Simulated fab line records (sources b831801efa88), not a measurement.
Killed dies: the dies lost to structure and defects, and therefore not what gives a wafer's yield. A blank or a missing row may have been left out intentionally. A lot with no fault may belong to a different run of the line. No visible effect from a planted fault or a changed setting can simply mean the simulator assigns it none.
Which tool is to blame? -- flow sky130 -- 72 wafers from 24 lots sampled at 6 of the route's 708 steps

WHAT EACH GAUGE READ, for each wafer
SKY_VT_ADJUST_LVTN_OVL_MEAS_07. Usual: VT_ADJUST_LVTN_OVL 1.2 nm, standard deviation 1.4.
lot,measured,on,VT_ADJUST_LVTN_OVL (nm),flag
L074,day 6 22:13,overlay-02,2.2 2.6 3.4,
L075,day 7 05:31,overlay-01,1.0 -0.5 0.8,
L076,day 7 13:56,overlay-02,0.9 2.1 1.1,
L077,day 7 18:35,overlay-02,-1.0 0.0 0.9,
L078,day 8 00:08,overlay-01,3.8 2.2 1.0,
L079,day 8 05:11,overlay-01,1.4 3.3 0.8,
L080,day 8 12:34,overlay-01,0.6 0.8 2.1,
L081,day 8 18:29,overlay-01,0.2 -0.9 1.7,
L082,day 9 02:11,overlay-02,1.8 0.9 4.1,
L083,day 9 08:13,overlay-02,2.3 0.9 1.5,
L084,day 9 14:31,overlay-02,1.3 1.0 3.3,
L085,day 9 19:52,overlay-01,1.6 0.2 0.3,
L086,day 10 01:27,overlay-02,-0.1 -0.8 -0.1,
L087,day 10 10:49,overlay-02,2.9 3.7 4.1,
L088,day 10 14:58,overlay-01,2.6 2.1 1.9,
L089,day 10 20:41,overlay-02,1.5 0.8 1.1,
L090,day 11 03:36,overlay-01,0.0 0.2 0.3,
L091,day 11 11:56,overlay-01,-0.3 0.3 0.4,
L092,day 11 16:49,overlay-01,3.4 0.4 1.7,
L093,day 12 03:03,overlay-01,1.4 0.3 1.1,
L094,day 12 11:20,overlay-02,1.2 1.0 1.3,
L095,day 12 15:50,overlay-02,3.4 -0.3 1.6,
L096,day 12 22:44,overlay-02,2.1 1.7 -1.0,
L097,day 13 02:22,overlay-01,-0.3 0.1 0.4,

SKY_VIA1_OVL_MEAS_13. Usual: VIA1_OVL 0 nm, standard deviation 5.2.
lot,measured,on,VIA1_OVL (nm),flag
L074,day 34 07:34,overlay-02,4 -2 -1,
L075,day 34 08:01,overlay-02,-1 -6 -3,
L076,day 35 17:02,overlay-01,7 7 9,
L077,day 35 17:59,overlay-01,0 0 -4,
L078,day 35 23:44,overlay-02,5 -5 -2,
L079,day 36 14:14,overlay-02,-3 4 -6,
L080,day 36 15:05,overlay-02,-10 -3 0,
L081,day 36 15:26,overlay-01,5 1 7,
L082,day 36 21:17,overlay-01,-2 -8 -2,
L083,day 37 12:37,overlay-01,3 -3 1,
L084,day 37 13:21,overlay-01,-2 -13 -9,
L085,day 38 03:43,overlay-02,-4 -5 0,
L086,day 38 02:10,overlay-02,-6 -6 2,
L087,day 39 02:46,overlay-01,1 -1 -1,
L088,day 39 01:11,overlay-02,2 8 13,
L089,day 38 23:19,overlay-02,-8 -9 -2,
L090,day 39 03:07,overlay-01,-4 2 -3,
L091,day 40 01:39,overlay-01,0 3 7,
L092,day 40 00:25,overlay-02,-1 -1 -3,
L093,day 40 05:40,overlay-01,-6 3 0,
L094,day 40 06:24,overlay-02,4 8 -6,
L095,day 40 20:33,overlay-01,-3 -1 -3,
L096,day 41 05:26,overlay-01,-1 5 8,
L097,day 41 02:33,overlay-01,-5 3 2,

SKY_VIA3_OVL_MEAS_13. Usual: VIA3_OVL 0 nm, standard deviation 4.7.
lot,measured,on,VIA3_OVL (nm),flag
L074,day 40 05:19,overlay-01,-2 2 0,
L075,day 40 05:25,overlay-02,3 -2 1,
L076,day 40 15:58,overlay-01,2 -6 2,
L077,day 40 17:06,overlay-01,5 4 3,
L078,day 41 10:22,overlay-02,-4 -11 1,
L079,day 41 23:13,overlay-01,7 -2 -5,
L080,day 42 00:55,overlay-01,5 -6 5,
L081,day 42 01:57,overlay-01,-4 7 1,
L082,day 42 08:46,overlay-02,-1 4 -2,
L083,day 42 19:04,overlay-01,6 9 4,
L084,day 42 22:13,overlay-02,-1 9 3,
L085,day 43 13:48,overlay-01,3 1 2,
L086,day 43 12:07,overlay-02,6 4 0,
L087,day 44 11:28,overlay-02,-6 -6 -6,
L088,day 44 08:48,overlay-02,6 7 -2,
L089,day 44 04:46,overlay-02,-6 -4 -5,
L090,day 44 13:04,overlay-01,0 -12 6,
L091,day 45 05:51,overlay-02,2 7 1,
L092,day 45 04:42,overlay-01,-3 -1 -3,
L093,day 45 11:43,overlay-01,-2 3 -4,
L094,day 45 12:13,overlay-02,2 -3 -3,
L095,day 45 20:03,overlay-02,4 8 8,
L096,day 46 07:52,overlay-01,-8 -3 -4,
L097,day 46 02:04,overlay-01,4 0 -3,

SKY_VIA3_RS_MEAS_22: uses a four-point probe to measure. Usual: VIA3_W_RS 0.297 ohm/sq, standard deviation 0.0039.
lot,measured,on,VIA3_W_RS (ohm/sq),flag
L074,day 40 06:16,film-metro-01,0.293 0.301 0.304,
L075,day 40 06:24,film-metro-02,0.291 0.295 0.291,
L076,day 40 17:00,film-metro-02,0.302 0.301 0.297,
L077,day 40 18:26,film-metro-04,0.292 0.297 0.297,
L078,day 41 11:41,film-metro-02,0.295 0.302 0.295,
L079,day 42 00:11,film-metro-04,0.302 0.303 0.302,
L080,day 42 01:58,film-metro-04,0.307 0.302 0.304,
L081,day 42 02:55,film-metro-04,0.295 0.298 0.292,
L082,day 42 09:52,film-metro-01,0.289 0.297 0.297,
L083,day 42 20:02,film-metro-04,0.297 0.296 0.294,
L084,day 42 23:29,film-metro-02,0.302 0.298 0.294,
L085,day 43 14:48,film-metro-04,0.293 0.296 0.295,
L086,day 43 13:02,film-metro-02,0.297 0.296 0.295,
L087,day 44 12:28,film-metro-02,0.295 0.300 0.298,
L088,day 44 09:48,film-metro-04,0.296 0.297 0.298,
L089,day 44 05:40,film-metro-04,0.300 0.292 0.293,
L090,day 44 14:23,film-metro-01,0.291 0.293 0.298,
L091,day 45 06:46,film-metro-02,0.295 0.293 0.293,
L092,day 45 05:37,film-metro-01,0.292 0.296 0.296,
L093,day 45 12:45,film-metro-01,0.296 0.293 0.302,
L094,day 45 13:08,film-metro-02,0.297 0.292 0.290,
L095,day 45 20:58,film-metro-04,0.299 0.299 0.300,
L096,day 46 08:48,film-metro-04,0.297 0.298 0.298,
L097,day 46 03:29,film-metro-02,0.299 0.298 0.295,

SKY_METAL5_THK_MEAS_06: measures by xrf. Usual: METAL5_ALCU_THK 1149 nm, standard deviation 15.
lot,measured,on,METAL5_ALCU_THK (nm),flag
L074,day 43 10:29,film-metro-02,1164 1155 1161,
L075,day 43 12:08,film-metro-03,1155 1128 1154,
L076,day 43 20:04,film-metro-03,1161 1137 1119,
L077,day 43 21:34,film-metro-04,1170 1153 1157,
L078,day 44 14:35,film-metro-03,1157 1154 1166,
L079,day 45 00:10,film-metro-02,1158 1136 1162,
L080,day 45 03:47,film-metro-03,1162 1142 1163,
L081,day 45 05:51,film-metro-02,1141 1142 1121,
L082,day 45 10:30,film-metro-02,1164 1143 1145,
L083,day 45 19:50,film-metro-02,1137 1166 1180,
L084,day 45 20:38,film-metro-02,1144 1151 1142,
L085,day 46 13:25,film-metro-04,1149 1170 1157,
L086,day 46 11:57,film-metro-04,1141 1154 1150,
L087,day 47 09:05,film-metro-04,1135 1152 1156,
L088,day 47 06:33,film-metro-04,1156 1196 1164,
L089,day 47 02:17,film-metro-03,1137 1129 1130,
L090,day 47 11:32,film-metro-03,1122 1124 1138,
L091,day 48 01:10,film-metro-03,1155 1152 1158,
L092,day 47 23:38,film-metro-02,1141 1150 1142,
L093,day 48 07:50,film-metro-04,1136 1142 1149,
L094,day 48 08:46,film-metro-03,1125 1138 1133,
L095,day 48 13:08,film-metro-04,1157 1140 1148,
L096,day 49 00:15,film-metro-03,1143 1145 1137,
L097,day 48 19:31,film-metro-03,1134 1152 1150,

WHICH TOOL RAN EACH LOT (tool, then ch and the chambers of the sampled wafers, then the start)
lot,SKY_METAL5_SPUTTER_02
L074,"pvd-sputter-01, day 43 10:14"
L075,"pvd-sputter-04, day 43 11:53"
L076,"pvd-sputter-04, day 43 19:50"
L077,"pvd-sputter-02, day 43 21:19"
L078,"pvd-sputter-04, day 44 14:21"
L079,"pvd-sputter-02, day 44 23:56"
L080,"pvd-sputter-02, day 45 03:33"
L081,"pvd-sputter-04, day 45 05:37"
L082,"pvd-sputter-02, day 45 10:14"
L083,"pvd-sputter-04, day 45 19:36"
L084,"pvd-sputter-01, day 45 20:23"
L085,"pvd-sputter-02, day 46 13:10"
L086,"pvd-sputter-01, day 46 11:42"
L087,"pvd-sputter-01, day 47 08:52"
L088,"pvd-sputter-04, day 47 06:19"
L089,"pvd-sputter-02, day 47 02:03"
L090,"pvd-sputter-01, day 47 11:17"
L091,"pvd-sputter-02, day 48 00:56"
L092,"pvd-sputter-01, day 47 23:25"
L093,"pvd-sputter-01, day 48 07:35"
L094,"pvd-sputter-01, day 48 08:32"
L095,"pvd-sputter-02, day 48 12:54"
L096,"pvd-sputter-04, day 49 00:01"
L097,"pvd-sputter-04, day 48 19:16"
- SKY_METAL5_SPUTTER_02: material AlCu, target thk 1150 nm, time 61.2 s.

WHAT THE TOOLS THEMSELVES READ (means of the sampled wafers that have a number; where no wafer has one, the mark that the record gives instead)
SKY_METAL5_SPUTTER_02. Usual: chamber-pressure-pa 0.4000 Pa, standard deviation 0.00075; throttle-valve-pct 30.2 %, standard deviation 1.1.
lot,tool,chamber-pressure-pa (Pa),throttle-valve-pct (%),flag
L074,pvd-sputter-01,0.3999,29.6,
L075,pvd-sputter-04,0.4002,29.7,
L076,pvd-sputter-04,0.4001,30.0,
L077,pvd-sputter-02,0.3996,30.6,
L078,pvd-sputter-04,0.4002,30.8,
L079,pvd-sputter-02,0.4000,30.0,
L080,pvd-sputter-02,0.4006,30.4,
L081,pvd-sputter-04,0.3996,29.7,
L082,pvd-sputter-02,0.4003,29.4,
L083,pvd-sputter-04,0.3997,30.6,
L084,pvd-sputter-01,0.3996,29.9,
L085,pvd-sputter-02,0.3995,30.7,
L086,pvd-sputter-01,0.3999,30.6,
L087,pvd-sputter-01,0.4001,30.6,
L088,pvd-sputter-04,0.3999,30.0,
L089,pvd-sputter-02,0.3994,30.3,
L090,pvd-sputter-01,0.4007,31.1,
L091,pvd-sputter-02,0.4002,30.4,
L092,pvd-sputter-01,0.3999,30.5,
L093,pvd-sputter-01,0.3996,30.0,
L094,pvd-sputter-01,0.3994,30.8,
L095,pvd-sputter-02,0.4004,30.8,
L096,pvd-sputter-04,0.3994,30.7,
L097,pvd-sputter-04,0.4005,29.7,

THE ANSWER, worked out from the rows above alone
Rule: lot off if the mean of its wafers having a number is beyond 3 standard deviations from the usual mean. Also off: a lot with no number at a reading for which 4 or more lots have one. The other lots that the step has rows for count as sound. Order of review: gauges by route order, followed by the tools' own readings, for which a lot's mean as printed above is used. At the first step where some lot is off, the reading lying furthest off is the one used; lots without a number count as furthest.
No lot is off on any of the readings shown, so nothing can be concluded from this.

WHAT WAS PUT IN BY THE SIMULATOR
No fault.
